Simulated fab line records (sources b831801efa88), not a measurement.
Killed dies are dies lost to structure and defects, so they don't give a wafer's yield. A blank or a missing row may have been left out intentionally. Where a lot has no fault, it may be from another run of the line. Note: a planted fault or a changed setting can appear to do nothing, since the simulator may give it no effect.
What tool caused it?	flow sky130	Sampling: 6 lots, 18 wafers, 2 of 708 route steps

## WHAT THE GAUGES READ, wafer by wafer
SKY_POLY_GATE_THK_MEAS_04.
lot	measured	on	POLY_GATE_CVD_03_THK (nm)
L462	day 15 12:52	film_metro-02	76.4 75.9 75.5
L470	day 18 22:47	film_metro-01	75.3 75.2 74.9
L473	day 19 21:17	film_metro-02	75.0 75.4 75.4
L479	day 22 00:43	film_metro-01	76.3 76.2 76.5
L481	day 22 13:37	film_metro-02	74.0 74.4 74.9
L483	day 23 09:16	film_metro-01	75.3 74.5 74.5

## TOOL THAT RAN EACH LOT (tool first, then ch and the chambers of the sampled wafers, then the start)
lot	SKY_GATE_OXIDE_STRIP_13
L462	plasma_asher-04 ch 0,1, day 14 04:16
L470	plasma_asher-04 ch 0,1, day 17 09:19
L473	plasma_asher-04 ch 0,1, day 18 07:43
L479	plasma_asher-02 ch 0,1, day 20 11:34
L481	plasma_asher-01 ch 0,1, day 21 03:29
L483	plasma_asher-04 ch 0,1, day 21 22:19
- SKY_GATE_OXIDE_STRIP_13: strips in O2/N2.

## THE ANSWER, worked out from the rows above alone
Rule: usual is defined by the lots themselves. The widest of any qualifying gaps counts: lots, ordered by their means at a reading, are off when they make up no more than a third of the lots, leave a main group of 4 or more, and stand apart from it by 3 or more times the standard deviation of that group's means. Not used: any main group whose means are identical at the precision the tables above print for the reading. Also off: a lot with no number at a reading for which 4 or more lots have one. All remaining lots with rows at the step are treated as sound.
Across all readings shown, no lot is off: no conclusion can be drawn from this.

## WHAT THE SIMULATOR HAD INSERTED
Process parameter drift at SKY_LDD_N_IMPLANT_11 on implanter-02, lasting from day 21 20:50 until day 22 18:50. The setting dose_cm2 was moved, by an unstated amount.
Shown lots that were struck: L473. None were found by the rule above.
